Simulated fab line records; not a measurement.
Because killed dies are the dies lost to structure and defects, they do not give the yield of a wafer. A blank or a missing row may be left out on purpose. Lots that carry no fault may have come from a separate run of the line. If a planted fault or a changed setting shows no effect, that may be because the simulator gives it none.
Struck lot and sound lot, side by side    flow sky130    15 steps out of a route of 708
Sound: wafers L151.2, L151.4, L151.5. Wafers struck: L146.2, L146.5, L146.6. At the end, the cause is stated.
Order at every step that has rows: each side's tool, ch and its chambers, its first start. Under that, the readings that differ: sound wafers    struck wafers    difference of the means    sigmas: that difference in standard deviations of wafers without a fault.
alike: readings whose means differ by less than 2 such deviations, and words and numbers that are the same on both sides. not compared: withheld readings, readings that some wafer has no value for, bounds like >300 that may hide the same value, and numbers for which the record gives no deviation and whose values overlap.
A row with sigmas, a row that says differs or no value, or rows on one side alone: a step with any of these is where the two part. When numbers do not overlap yet have no deviation, they are printed without sigmas and do not part them. A reading missing from all wafers of one side parts the sides only when that side holds two or more wafers.

first, 7 steps without rows for these wafers: SKY_PAD_OPEN_DEHYDRATE_00 (time 60 s); SKY_PAD_OPEN_HMDS_01 (prime time 62.4 s); SKY_PAD_OPEN_COAT_02 (resist thk 3000 nm); SKY_PAD_OPEN_SOFTBAKE_03; SKY_PAD_OPEN_EXPOSE_04 (exposes mask PDM, target cd 60000 nm); SKY_PAD_OPEN_PEB_05; SKY_PAD_OPEN_DEVELOP_06 (develop time 60 s).
SKY_PAD_OPEN_ETCH_07: etches the open film in CF4/O2, stops on AlCu, target depth 725 nm, time 161.1 s.
  sound on rie diel-01 ch 2,3, day 48 16:07; struck on rie diel-04 ch 0,3, day 47 09:37
  alike: drypump motor current A, oes product au, throttle valve pct
  not compared: rf hours counter h
SKY_PAD_OPEN_STRIP_08: strips in O2/N2.
  sound on plasma asher-04 ch 0,1, day 48 16:13; struck on plasma asher-04 ch 0,1, day 47 09:43
  alike: drypump motor current A, oes product au, strip time to endpoint s
  not compared: rf hours counter h
then, 3 steps without rows for these wafers: SKY_PAD_OPEN_STRIP_09 (strips in post etch residue remover, time 1200 s); SKY_PAD_OPEN_CLEAN_10 (cleans in IPA, time 180 s); SKY_PAD_OPEN_CLEAN_11 (cleans in O3/DIW).
SKY_PAD_OPEN_ANNEAL_12:
  sound on furnace-02 ch 0, day 48 16:52; struck on furnace-02, day 47 10:19
  no value came back on the struck wafers for ramp down c per min, ramp up c per min, zone power bottom pct (%); on the sound wafers ramp down c per min reads 4.0001 4.0007 3.9993
SKY_PAD_OPEN_BOW_MEAS_13:
  sound on film metro-03 at day 48 18:23; struck on film metro-03 at day 47 11:50
reading            sound     struck       difference  sigmas
PAD_OPEN_BOW (um)  55 50 52  113 112 113  +60         +7
SKY_PAD_OPEN_PROBE_99:
  sound on prober-02 at day 48 18:32; struck on prober-01 at day 47 11:59
reading                                 sound                          struck                         difference  sigmas
killed dies                             70 70 77                       81 103 89                      +19         +2
sort_bin_6_memory (%)                   3.5 4.7 5.9                    6.5 7.3 6.7                    +2.1        +2
sort n pass                             422 422 415                    411 389 403                    -19         -2
model.etest.res xhigh po.line ohm um    5658 5756 5654                 7105 7296 6907                 +1413       
model.etest.nfet_16v.r on ohm um        1.388e+04 1.416e+04 1.405e+04  1.478e+04 1.485e+04 1.483e+04  +7.900e+02  
model.etest.pfet_16v.r on ohm um        1.467e+04 1.52e+04 1.479e+04   1.552e+04 1.562e+04 1.598e+04  +8.200e+02  
model.etest.res xhigh po.rs ohm sq      2012 2033 1979                 2463 2570 2400                 +470        
model.etest.pfet g5v0d10v5.r on ohm um  4722 4781 4750                 5195 5180 5149                 +424        
model.etest.pfet_01v8.r on ohm um       2950 2943 2928                 3088 3084 3099                 +150        
model.etest.nfet g5v0d10v5.r on ohm um  1909 1919 1921                 2051 2051 2033                 +129        
model.etest.nfet_01v8.r on ohm um       837.7 853.3 839.2              927.6 922 915.3                +78.2       
  alike: defect limited yield, killed_at_M0_to_M3, killed_at_M4_up, killed at contacts, killed at front end, killed at other, killed open, killed short, sort_bin_3_pad_short, sort_bin_5_function, sort yield pct

== WHERE THEY PART ==
Last at SKY_PAD_OPEN_PROBE_99 as far as this record goes, first at SKY_PAD_OPEN_ANNEAL_12.

WHY: whatever the simulator had introduced
At SKY_PAD_OPEN_ANNEAL_12, the step was skipped entirely on furnace-02 from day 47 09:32 on. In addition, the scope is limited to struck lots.
